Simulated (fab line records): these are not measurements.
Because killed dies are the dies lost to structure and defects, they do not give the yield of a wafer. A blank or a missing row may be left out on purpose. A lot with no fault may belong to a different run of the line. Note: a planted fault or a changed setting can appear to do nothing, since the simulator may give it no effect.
Which tool was responsible? / flow sky130 / Sampling: 13 lots, 39 wafers, 5 of 708 route steps

WHAT THE GAUGES SHOWED, per wafer
SKY_VT_ADJUST_PCH_OVL_MEAS_07. Usual: VT_ADJUST_PCH_OVL typically reads 0.2 nm, with standard deviation 1.1.
lot=L511; measured=day 10 12:51; on=overlay-01; VT_ADJUST_PCH_OVL (nm)=1.0 0.8 -0.6; flag=
lot=L512; measured=day 10 17:03; on=overlay-01; VT_ADJUST_PCH_OVL (nm)=0.0 1.1 1.4; flag=
lot=L513; measured=day 11 01:32; on=overlay-01; VT_ADJUST_PCH_OVL (nm)=1.5 0.4 0.9; flag=
lot=L514; measured=day 11 14:01; on=overlay-02; VT_ADJUST_PCH_OVL (nm)=1.1 0.9 0.1; flag=
lot=L516; measured=day 12 00:12; on=overlay-02; VT_ADJUST_PCH_OVL (nm)=-1.2 -1.0 -0.8; flag=
lot=L517; measured=day 13 05:02; on=overlay-02; VT_ADJUST_PCH_OVL (nm)=2.1 0.4 1.2; flag=
lot=L519; measured=day 13 10:07; on=overlay-01; VT_ADJUST_PCH_OVL (nm)=0.2 0.8 -0.2; flag=
lot=L518; measured=day 13 10:51; on=overlay-02; VT_ADJUST_PCH_OVL (nm)=-2.0 -1.2 -0.9; flag=
lot=L522; measured=day 14 10:43; on=overlay-01; VT_ADJUST_PCH_OVL (nm)=-1.1 -1.3 -0.7; flag=
lot=L526; measured=day 15 10:32; on=overlay-01; VT_ADJUST_PCH_OVL (nm)=-1.7 0.4 0.0; flag=
lot=L529; measured=day 16 10:37; on=overlay-02; VT_ADJUST_PCH_OVL (nm)=0.3 1.7 0.9; flag=
lot=L530; measured=day 16 15:19; on=overlay-01; VT_ADJUST_PCH_OVL (nm)=1.3 -0.1 0.7; flag=
lot=L532; measured=day 17 12:28; on=overlay-01; VT_ADJUST_PCH_OVL (nm)=0.1 -0.5 0.1; flag=

SKY_SONOS_TUNNEL_CD_MEAS_07: the cd target is 410 nm. Usual: 409.2 nm for cd_nm, sd 2.6.
lot=L511; measured=day 11 14:37; on=cd_sem-02; cd_nm (nm)=409.2 409.4 410.0; flag=
lot=L512; measured=day 11 16:25; on=cd_sem-01; cd_nm (nm)=410.8 409.3 410.3; flag=
lot=L513; measured=day 12 01:26; on=cd_sem-01; cd_nm (nm)=409.3 406.9 408.1; flag=
lot=L514; measured=day 12 14:38; on=cd_sem-01; cd_nm (nm)=410.1 410.4 409.2; flag=
lot=L516; measured=day 13 01:35; on=cd_sem-02; cd_nm (nm)=413.9 414.7 411.8; flag=
lot=L517; measured=day 14 06:57; on=cd_sem-02; cd_nm (nm)=412.2 412.9 412.1; flag=
lot=L519; measured=day 14 12:05; on=cd_sem-01; cd_nm (nm)=410.4 409.2 409.1; flag=
lot=L518; measured=day 14 13:16; on=cd_sem-02; cd_nm (nm)=413.1 411.8 410.6; flag=
lot=L522; measured=day 15 13:48; on=cd_sem-02; cd_nm (nm)=403.1 406.9 406.6; flag=
lot=L526; measured=day 16 14:25; on=cd_sem-01; cd_nm (nm)=411.0 410.5 407.5; flag=
lot=L529; measured=day 17 15:41; on=cd_sem-01; cd_nm (nm)=411.5 410.7 410.0; flag=
lot=L530; measured=day 17 19:55; on=cd_sem-01; cd_nm (nm)=406.3 404.4 406.4; flag=
lot=L532; measured=day 18 17:57; on=cd_sem-01; cd_nm (nm)=411.0 410.6 412.0; flag=

SKY_SONOS_TUNNEL_TW_MEAS_12. Usual: SONOS_TUNNEL_TW typically reads 197.5, with standard deviation 1.4.
lot=L511; measured=day 11 15:11; on=film_metro-04; SONOS_TUNNEL_TW=197.4 198.8 199.3; flag=
lot=L512; measured=day 11 16:59; on=film_metro-04; SONOS_TUNNEL_TW=198.4 200.0 198.4; flag=
lot=L513; measured=day 12 02:01; on=film_metro-02; SONOS_TUNNEL_TW=196.9 197.4 197.4; flag=
lot=L514; measured=day 12 15:11; on=film_metro-03; SONOS_TUNNEL_TW=195.4 194.4 195.5; flag=
lot=L516; measured=day 13 02:09; on=film_metro-04; SONOS_TUNNEL_TW=198.0 197.4 197.3; flag=
lot=L517; measured=day 14 07:31; on=film_metro-03; SONOS_TUNNEL_TW=194.1 193.6 194.9; flag=
lot=L519; measured=day 14 12:40; on=film_metro-02; SONOS_TUNNEL_TW=197.0 196.6 198.0; flag=
lot=L518; measured=day 14 13:49; on=film_metro-02; SONOS_TUNNEL_TW=197.6 197.7 197.0; flag=
lot=L522; measured=day 15 14:21; on=film_metro-02; SONOS_TUNNEL_TW=188.5 188.4 187.7; flag=OFF
lot=L526; measured=day 16 14:58; on=film_metro-04; SONOS_TUNNEL_TW=198.4 199.1 198.8; flag=
lot=L529; measured=day 17 16:16; on=film_metro-04; SONOS_TUNNEL_TW=199.3 198.7 198.6; flag=
lot=L530; measured=day 17 20:28; on=film_metro-02; SONOS_TUNNEL_TW=198.3 197.6 197.3; flag=
lot=L532; measured=day 18 18:32; on=film_metro-02; SONOS_TUNNEL_TW=197.7 197.4 197.3; flag=

WHAT TOOL EACH LOT RAN ON (gives the tool, then ch and the chambers of the sampled wafers, and finally the start)
lot=L511; SKY_VT_ADJUST_PCH_STRIP_09=plasma_asher-02 ch 0,1, day 10 13:02; SKY_SONOS_TUNNEL_IMPLANT_09=implanter-03 ch 0, day 11 14:47
lot=L512; SKY_VT_ADJUST_PCH_STRIP_09=plasma_asher-04 ch 1, day 10 17:14; SKY_SONOS_TUNNEL_IMPLANT_09=implanter-04 ch 0, day 11 16:34
lot=L513; SKY_VT_ADJUST_PCH_STRIP_09=plasma_asher-04 ch 0,1, day 11 01:43; SKY_SONOS_TUNNEL_IMPLANT_09=implanter-04 ch 0, day 12 01:35
lot=L514; SKY_VT_ADJUST_PCH_STRIP_09=plasma_asher-02 ch 0,1, day 11 14:13; SKY_SONOS_TUNNEL_IMPLANT_09=implanter-03 ch 0, day 12 14:47
lot=L516; SKY_VT_ADJUST_PCH_STRIP_09=plasma_asher-04 ch 0,1, day 12 00:25; SKY_SONOS_TUNNEL_IMPLANT_09=implanter-04 ch 0, day 13 01:44
lot=L517; SKY_VT_ADJUST_PCH_STRIP_09=plasma_asher-03 ch 0,1, day 13 05:13; SKY_SONOS_TUNNEL_IMPLANT_09=implanter-03 ch 0, day 14 07:06
lot=L519; SKY_VT_ADJUST_PCH_STRIP_09=plasma_asher-02 ch 0,1, day 13 10:18; SKY_SONOS_TUNNEL_IMPLANT_09=implanter-03 ch 0, day 14 12:14
lot=L518; SKY_VT_ADJUST_PCH_STRIP_09=plasma_asher-04 ch 0,1, day 13 11:02; SKY_SONOS_TUNNEL_IMPLANT_09=implanter-04 ch 0, day 14 13:26
lot=L522; SKY_VT_ADJUST_PCH_STRIP_09=plasma_asher-04 ch 1, day 14 10:54; SKY_SONOS_TUNNEL_IMPLANT_09=implanter-03 ch 0, day 15 13:58
lot=L526; SKY_VT_ADJUST_PCH_STRIP_09=plasma_asher-03 ch 0,1, day 15 10:43; SKY_SONOS_TUNNEL_IMPLANT_09=implanter-01 ch 0, day 16 14:34
lot=L529; SKY_VT_ADJUST_PCH_STRIP_09=plasma_asher-04 ch 0,1, day 16 10:48; SKY_SONOS_TUNNEL_IMPLANT_09=implanter-01 ch 0, day 17 15:50
lot=L530; SKY_VT_ADJUST_PCH_STRIP_09=plasma_asher-04 ch 0,1, day 16 15:32; SKY_SONOS_TUNNEL_IMPLANT_09=implanter-01 ch 0, day 17 20:05
lot=L532; SKY_VT_ADJUST_PCH_STRIP_09=plasma_asher-03 ch 0,1, day 17 12:39; SKY_SONOS_TUNNEL_IMPLANT_09=implanter-04 ch 0, day 18 18:06
- SKY_VT_ADJUST_PCH_STRIP_09: strips in O2/N2.
- SKY_SONOS_TUNNEL_IMPLANT_09

AS READ BY THE TOOLS THEMSELVES (means over the sampled wafers that have a number; for cases with no such wafer, the mark the record gives instead)
SKY_VT_ADJUST_PCH_STRIP_09. Usual: drypump_motor_current_A 5.3 A, standard deviation 0.56; oes_product_au 0.722 a.u., standard deviation 0.0047; strip_time_to_endpoint_s 36.91 s, standard deviation 0.085.
lot=L511; tool=plasma_asher-02; drypump_motor_current_A (A)=5.9; oes_product_au (a.u.)=0.726; strip_time_to_endpoint_s (s)=36.72; flag=
lot=L512; tool=plasma_asher-04; drypump_motor_current_A (A)=4.7; oes_product_au (a.u.)=0.720; strip_time_to_endpoint_s (s)=36.96; flag=
lot=L513; tool=plasma_asher-04; drypump_motor_current_A (A)=4.9; oes_product_au (a.u.)=0.723; strip_time_to_endpoint_s (s)=36.86; flag=
lot=L514; tool=plasma_asher-02; drypump_motor_current_A (A)=5.9; oes_product_au (a.u.)=0.722; strip_time_to_endpoint_s (s)=36.92; flag=
lot=L516; tool=plasma_asher-04; drypump_motor_current_A (A)=4.9; oes_product_au (a.u.)=0.720; strip_time_to_endpoint_s (s)=36.95; flag=
lot=L517; tool=plasma_asher-03; drypump_motor_current_A (A)=5.6; oes_product_au (a.u.)=0.721; strip_time_to_endpoint_s (s)=36.88; flag=
lot=L519; tool=plasma_asher-02; drypump_motor_current_A (A)=5.9; oes_product_au (a.u.)=0.725; strip_time_to_endpoint_s (s)=36.95; flag=
lot=L518; tool=plasma_asher-04; drypump_motor_current_A (A)=4.9; oes_product_au (a.u.)=0.722; strip_time_to_endpoint_s (s)=36.85; flag=
lot=L522; tool=plasma_asher-04; drypump_motor_current_A (A)=4.7; oes_product_au (a.u.)=0.720; strip_time_to_endpoint_s (s)=36.98; flag=
lot=L526; tool=plasma_asher-03; drypump_motor_current_A (A)=5.3; oes_product_au (a.u.)=0.722; strip_time_to_endpoint_s (s)=36.96; flag=
lot=L529; tool=plasma_asher-04; drypump_motor_current_A (A)=4.9; oes_product_au (a.u.)=0.721; strip_time_to_endpoint_s (s)=36.91; flag=
lot=L530; tool=plasma_asher-04; drypump_motor_current_A (A)=4.8; oes_product_au (a.u.)=0.724; strip_time_to_endpoint_s (s)=36.96; flag=
lot=L532; tool=plasma_asher-03; drypump_motor_current_A (A)=5.7; oes_product_au (a.u.)=0.723; strip_time_to_endpoint_s (s)=37.02; flag=

THE ANSWER, worked out from the rows above alone
Rule: lot off if the mean of its wafers having a number is beyond 3 standard deviations from the usual mean. A lot without any number at a reading at which 4 lots or more have one is off too. Where the step has rows for the other lots, those lots are counted as sound. First the gauges in route order, then the tools' own readings, where a lot's mean is used as printed above. The first step at which some lot is off is used, and at that step the reading that is off furthest; a lot without a number counts as furthest.
Off: L522, at SKY_SONOS_TUNNEL_TW_MEAS_12 (SONOS_TUNNEL_TW).
If a tool, at a process step before that reading, ran all the lots that are off and no sound lot after the first of them, it fits. The gauges at SKY_SONOS_TUNNEL_TW_MEAS_12 are tried like those tools. One fits: SKY_SONOS_TUNNEL_IMPLANT_09 on implanter-03. A fault onset in the window from L519 (day 14 12:14, its last sound lot) to L522 (day 15 13:58, its first lot off) fits.

WHAT WAS PUT IN BY THE SIMULATOR
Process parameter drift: implanter-03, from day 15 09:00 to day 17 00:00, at SKY_SONOS_TUNNEL_IMPLANT_09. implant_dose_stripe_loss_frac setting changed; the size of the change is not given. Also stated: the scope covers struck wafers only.
Shown lots that were struck: L522. Same finding as the rule above.
